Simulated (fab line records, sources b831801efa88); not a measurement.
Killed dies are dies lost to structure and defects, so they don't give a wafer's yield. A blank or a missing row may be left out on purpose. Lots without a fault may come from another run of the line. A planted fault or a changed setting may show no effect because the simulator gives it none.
Chamber matching | flow sky130 | SKY_CAP2M_CVD_00 on pecvd-04: 3 sister chambers
The step deposits SiO2, target thk 15.5 nm. 22 wafers are shown with their chamber, then 11 later ones without.

WAFERS WITH THEIR CHAMBER
wafer  | chamber | heater_power_w (W)
L077.2 | 1       | 702
L077.3 | 0       | 753
L077.5 | 0       | 764
L081.1 | 2       | 749
L081.2 | 0       | 758
L081.3 | 1       | 738
L081.4 | 2       | 772
L081.5 | 1       | 721
L081.6 | 0       | 755
L082.2 | 2       | 779
L082.3 | 1       | 690
L082.5 | 2       | 773
L083.1 | 2       | 826
L083.5 | 2       | 807
L083.6 | 0       | 711
L084.1 | 0       | 631
L084.3 | 1       | 649
L084.5 | 0       | 619
L085.1 | 2       | 722
L085.4 | 1       | 714
L085.6 | 0       | 694
L090.1 | 0       | 687

SIGNATURES (means of the wafers above)
reading        | chamber 0 | chamber 1 | chamber 2 | scatter within a chamber
heater_power_w | 708.00    | 702.33    | 775.43    | 43.7
Rule: a wafer's distance from a chamber is the root of the sum, over the readings, of the square of ((its reading less the chamber's mean) divided by the reading's scatter). The wafer belongs to the nearest chamber; if the next one is less than 2 further off, it can't be placed. The scatter: the root of (the sum of the squares of (reading less its chamber's mean) over the shown wafers, divided by (wafers less chambers)).

WAFERS WITHOUT THEIR CHAMBER
wafer  | heater_power_w (W)
L090.4 | 687
L090.5 | 817
L091.2 | 676
L091.4 | 653
L091.6 | 850
L094.2 | 615
L094.3 | 832
L094.5 | 810
L097.2 | 644
L097.3 | 648
L097.4 | 637

WHICH CHAMBER EACH WENT THROUGH
wafer  | from the rows above          | in truth
L090.4 | can't be placed: 1 or 0 or 2 | 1
L090.5 | can't be placed: 2 or 0 or 1 | 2
L091.2 | can't be placed: 1 or 0 or 2 | 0
L091.4 | can't be placed: 1 or 0 or 2 | 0
L091.6 | can't be placed: 2 or 0 or 1 | 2
L094.2 | can't be placed: 1 or 0 or 2 | 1
L094.3 | can't be placed: 2 or 0 or 1 | 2
L094.5 | can't be placed: 2 or 0 or 1 | 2
L097.2 | can't be placed: 1 or 0 or 2 | 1
L097.3 | can't be placed: 1 or 0 or 2 | 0
L097.4 | can't be placed: 1 or 0 or 2 | 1
Placed correctly: 0 of 11. Can't be placed from these rows: 11 (the true chamber is among the candidates in 11). Placed wrongly: 0.
